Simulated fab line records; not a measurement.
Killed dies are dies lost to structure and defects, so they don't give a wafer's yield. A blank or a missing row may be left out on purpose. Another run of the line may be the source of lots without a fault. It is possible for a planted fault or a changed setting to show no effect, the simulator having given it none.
Problem report in the 8D (eight disciplines) form, filled by code + flow sky130 + the parts of the form that need people (team, actions taken, sign-off) are left out

== 1. PROBLEM STATEMENT ==
Mean of strip time to endpoint s at SKY_POLY_GATE_STRIP_18: 2.727 s across 3 wafers in 2 lots; on wafers with no fault it is 3.160 s (standard deviation 0.024). Relative to the usual mean, that is a shift of -18 standard deviations.
The step: strips in O2/N2.
First seen on wafer L331.1, day 22 06:55, on plasma asher-03. The record holds 33 wafers of 11 lots with a number at this step. The rule behind "out" and "out of limits": a value lying over 4 standard deviations away from the usual mean. Any other wafer with a number is counted as sound.

== 2. WHAT IT IS, WHAT IT ISN'T ==
| question                    | is                               | is not                                                                    |
|-----------------------------|----------------------------------|---------------------------------------------------------------------------|
| which readings at this step | strip time to endpoint s         | drypump motor current A                                                   |
| which lots                  | L331, L333                       | L318, L319, L322, L323, L325, L326, L329, L330, L338                      |
| which wafers of those lots  | L331.1, L331.6, L333.1           | L331.4, L333.3, L333.4                                                    |
| read on which tools         | plasma asher-03, plasma asher-04 | plasma asher-02                                                           |
| when                        | from day 22 06:55                | up to then (25 sound wafers); but 5 sound wafers of L333, L338 came after |

== 3. THE SUSPECTS, EACH WITH WHAT RULES IT OUT ==
Counting: a tool at a process step up to the reading stays a suspect if it ran every lot that is out. Sound lots after the first of them don't rule it out here, since some wafers of a struck lot are sound.
- rie si-01 at SKY_POLY_GATE_ETCH_17 (etches poly-Si in HBr/Cl2, stops on SiO2, target depth 180 nm, time 70.5 s): kept. It ran every lot that is out, first L331 (day 22 06:51); its last sound lot up to then is L329 (day 21 14:56).
- Within rie si-01 at SKY_POLY_GATE_ETCH_17: the wafers that are out ran in chamber 0; their sound lot-mates ran in chambers 1, 2, 3.
The count leaves rie si-01 at SKY_POLY_GATE_ETCH_17.

== 4. THE CAUSE (what the simulator had put in) ==
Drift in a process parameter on rie si-01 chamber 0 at SKY_POLY_GATE_ETCH_17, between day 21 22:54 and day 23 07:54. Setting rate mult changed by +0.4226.
The count eliminated every tool but this one.

== 5. THE EFFECT CHAIN, in route order ==
Each row: a reading whose mean over the struck wafers that have a number lies more than 3 standard deviations from the usual. Only readings for which the record gives a usual standard deviation are gone through. hours: the time from each lot's start at the first step in this table that gives one to its start at this step, as a median over the lots. sigmas: the change in usual standard deviations.
| hours | step                   | reading                  | usual      | on struck wafers | change | sigmas |
|-------|------------------------|--------------------------|------------|------------------|--------|--------|
| 0     | SKY_POLY_GATE_STRIP_18 | oes product au           | 0.360 a.u. | 0.342            | -0.018 | -4.2   |
| 0     | SKY_POLY_GATE_STRIP_18 | strip time to endpoint s | 3.160 s    | 2.727            | -0.433 | -18    |
Here are the process steps it includes:
- SKY_POLY_GATE_STRIP_18: strips in O2/N2.
At these later measuring or inspecting steps, every struck wafer for which the step has a row has a number for every such reading, and none has moved that far: SKY_LDD_N_OVL_MEAS_07.

== 6. HOW IT WOULD HAVE BEEN CAUGHT EARLIER ==
The fault began at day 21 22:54; the first out-of-limits reading in this record came at day 22 06:55, 8 hours later.
No tool reading at SKY_POLY_GATE_ETCH_17 that has a usual standard deviation in the record was out on any struck wafer, so an alarm limit of 4 standard deviations on those readings would not have fired.
Among the 2 lots that are out, L333 began SKY_POLY_GATE_ETCH_17 on rie si-01 after day 22 06:55. Holding the tool at that time would have saved it.
